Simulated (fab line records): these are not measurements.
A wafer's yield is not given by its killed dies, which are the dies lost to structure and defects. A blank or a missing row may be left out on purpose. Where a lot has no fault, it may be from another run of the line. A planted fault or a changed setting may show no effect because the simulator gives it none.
A single fault, viewed from 2 desks ; flow sfq line ; each desk has only its own numbers; what lay behind them comes last

== TOOL OWNER'S DESK, pvd sputter-03 ==
The tool's own readings at SFQ_TRILAYER_M0_DEP_SPUTTER_019 (material Nb, target thk 200 nm, time 133.3 s): means of the sampled wafers that have a number, for each lot that ran on this tool. Marked OUT: a lot whose mean sits more than 4 standard deviations from the usual mean, which makes it out of limits; the brackets give that distance.
Columns: A = throttle valve pct at SFQ_TRILAYER_M0_DEP_SPUTTER_019, usual 30.4 %
lot;first seen here;A
L501;day 5 02:26;30.7
L502;day 5 06:02;31.1
L506;day 6 09:40;31.5
L509;day 7 06:47;31.1
L513;day 9 20:32;30.0
L514;day 10 03:44;31.0
L520;day 11 07:29;30.2
This desk's finding: nothing out of limits on any of the 7 lots.

== FROM THE METROLOGY DESK ==
What the gauges read, lot by lot, whatever tool the lot ran on: means of the sampled wafers that have a number. Marked OUT: a lot whose mean sits more than 4 standard deviations from the usual mean, which makes it out of limits; the brackets give that distance.
Columns: A = M0_NB_RS at SFQ_M0_RS_MEAS_904, usual 0.888 ohm/sq; B = M5_OVL at SFQ_M5_OVL_MEAS_932, usual 1 nm
lot;first seen here;A;B
L500;day 5 00:08;0.876;4
L501;day 5 02:32;0.897;0
L502;day 5 06:09;0.899;-4
L503;day 5 14:34;0.889;3
L504;day 5 19:20;0.896;6
L506;day 6 09:47;0.890;-5
L507;day 6 14:33;0.887;2
L508;day 6 19:21;0.885;-3
L509;day 7 06:56;0.903;1
L510;day 7 09:17;0.901;-4
L513;day 9 20:40;0.877;2
L514;day 10 03:51;0.892;-1
L520;day 11 07:35;1.005 (+12) OUT;-1
This desk's result: L520 out of limits, first on L520 (M0_NB_RS at SFQ_M0_RS_MEAS_904), day 11 07:35. L500, L501, L502, L503, L504, L506, L507, L508, L509, L510, L513, L514 stayed within limits.

== TAKEN TOGETHER ==
An alarm was possible from the metrology desk at day 11 07:35, on L520.
The desk of the tool owner found nothing out of limits.
The tool owner's desk has L520 on record, within its limits.
SFQ_TRILAYER_M0_DEP_SPUTTER_019 was run on pvd sputter-03 by each of the lots named.

== WHAT THE SIMULATOR HAD INSERTED ==
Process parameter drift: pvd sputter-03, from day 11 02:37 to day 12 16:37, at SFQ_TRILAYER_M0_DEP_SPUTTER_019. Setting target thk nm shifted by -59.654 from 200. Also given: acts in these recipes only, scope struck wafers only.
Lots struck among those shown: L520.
Time in hours between the start of the fault and the first out-of-limits reading at each desk: metrology desk, 5.
